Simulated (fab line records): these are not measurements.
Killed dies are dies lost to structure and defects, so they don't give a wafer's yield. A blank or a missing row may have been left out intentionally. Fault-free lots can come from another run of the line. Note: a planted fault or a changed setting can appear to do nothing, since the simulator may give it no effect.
Which of the tools did it? | flow sky130 | Sampling: 6 lots, 18 wafers, 2 of 708 route steps

WHAT EACH GAUGE READ, for each wafer
SKY_FIELD_ISO_THK_MEAS_02.
lot  | measured    | on           | FIELD_ISO_OXIDATION_00_THK (nm)
L827 | day 1 19:15 | filmMetro-04 | 12.09 12.07 11.96
L830 | day 2 09:41 | filmMetro-01 | 11.85 11.97 11.74
L832 | day 2 20:09 | filmMetro-04 | 19.11 19.10 19.21 19.19 19.09 19.28
L844 | day 5 05:38 | filmMetro-04 | 11.55 11.64 11.67
L846 | day 5 15:55 | filmMetro-03 | 12.29 12.12 12.07
L849 | day 6 07:42 | filmMetro-01 | 11.71 11.77 11.94

TOOL THAT RAN EACH LOT (tool first, then ch and the chambers of the sampled wafers, then the start)
lot  | SKY_FIELD_ISO_OXIDATION_01
L827 | furnace-02 ch 0, day 1 17:43
L830 | furnace-01 ch 0, day 2 08:10
L832 | furnace-02 ch 0, day 2 16:11 and furnace-01 ch 0, day 2 18:38
L844 | furnace-02 ch 0, day 5 04:07
L846 | furnace-02 ch 0, day 5 14:24
L849 | furnace-01 ch 0, day 6 06:10
- SKY_FIELD_ISO_OXIDATION_01: stabilise 600 s, purge 300 s, target thk 12 nm.

THE ANSWER, worked out from the rows above alone
Rule: the lots themselves supply what counts as usual. The widest of any qualifying gaps counts: lots, ordered by their means at a reading, are off when they make up no more than a third of the lots, leave a main group of 4 or more, and stand apart from it by 3 or more times the standard deviation of that group's means. A main group whose means are all the same, to the digits that the tables above print for the reading, isn't used. Also off: a lot with no number at a reading for which 4 or more lots have one. All remaining lots with rows at the step are treated as sound.
Off: at SKY_FIELD_ISO_THK_MEAS_02 (FIELD_ISO_OXIDATION_00_THK), L832. Mean 11.90 nm and standard deviation 0.19 in the main group.
A tool fits if, at a process step before that reading, it ran every lot that is off, and no sound lot after the first of them. Those tools and the gauges at SKY_FIELD_ISO_THK_MEAS_02 are tried in the same way. No candidate that was tried fits.

WHAT THE SIMULATOR HAD INSERTED
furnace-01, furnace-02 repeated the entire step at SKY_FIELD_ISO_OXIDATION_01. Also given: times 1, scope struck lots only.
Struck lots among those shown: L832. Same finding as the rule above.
